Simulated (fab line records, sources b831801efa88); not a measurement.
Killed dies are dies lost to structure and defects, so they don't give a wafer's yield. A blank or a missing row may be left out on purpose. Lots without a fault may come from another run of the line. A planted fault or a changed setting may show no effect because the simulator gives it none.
A struck lot beside a sound one | flow sky130 | 14 steps out of a route of 708
Sound: wafers L899.3, L899.4, L899.5. Struck: wafers L914.1, L914.3, L914.5. The cause comes at the end.
At each step with rows: each side's tool, then ch and its chambers, then its first start. Under that, the readings that differ: sound wafers | struck wafers | difference of the means | sigmas: that difference in standard deviations of wafers without a fault.
alike: readings whose means differ by less than 2 such deviations, and words and numbers that are the same on both sides. not compared: withheld readings, readings that some wafer has no value for, bounds like >300 that may hide the same value, and numbers for which the record gives no deviation and whose values overlap.
The two part at a step that has a row with sigmas, a row that says differs or no value, or rows on one side only. Numbers that don't overlap but have no deviation are shown without sigmas and don't part them. A reading that every wafer of one side lacks parts them only if that side has two wafers or more.

first, 4 steps without rows for these wafers: SKY_METAL1_STRIP_21 (strips in post etch residue remover, time 1200 s); SKY_METAL1_CLEAN_22 (cleans in IPA, time 180 s); SKY_METAL1_CLEAN_23 (cleans in O3/DIW); SKY_VIA1_HDPCVD_00 (deposits SiO2, target thk 1030 nm, time 171.7 s).
SKY_VIA1_THK_MEAS_01:
  sound on film_metro-01, day 33 20:44; struck on film_metro-03, day 38 22:12
  alike: VIA1_HDPCVD_THK
SKY_VIA1_CMP_02: polishes SiO2.
  sound on cmp-01 ch 2,3, day 33 20:46; struck on cmp-01 ch 1,2,3, day 38 22:16
  alike: motor_current_A, platen_rpm
SKY_VIA1_BOW_MEAS_03:
  sound on film_metro-03, day 33 21:07; struck on film_metro-03, day 38 22:34
  alike: VIA1_BOW
then, 5 steps without rows for these wafers: SKY_VIA1_DEHYDRATE_04 (time 60 s); SKY_VIA1_HMDS_05 (prime time 60 s); SKY_VIA1_COAT_06 (resist thk 60 nm); SKY_VIA1_COAT_07 (resist thk 450 nm); SKY_VIA1_SOFTBAKE_08 (time 90 s).
SKY_VIA1_EXPOSE_09: exposes mask VIM, target cd 150 nm.
  sound on krf_scanner-02 ch 0, day 34 11:09; struck on krf_scanner-02, day 39 11:29
  no value came back on the struck wafers for exposure_dose_mJ_cm2, focus_offset_nm (nm), sigma_inner, stage_vel_mm_s (mm/s); on the sound wafers exposure_dose_mJ_cm2 reads 37.97 37.94 38.01
  alike: mask
then, 1 step without rows for these wafers: SKY_VIA1_PEB_10.

WHERE THEY PART
Only at SKY_VIA1_EXPOSE_09, within this record.

WHY: what the simulator had put in
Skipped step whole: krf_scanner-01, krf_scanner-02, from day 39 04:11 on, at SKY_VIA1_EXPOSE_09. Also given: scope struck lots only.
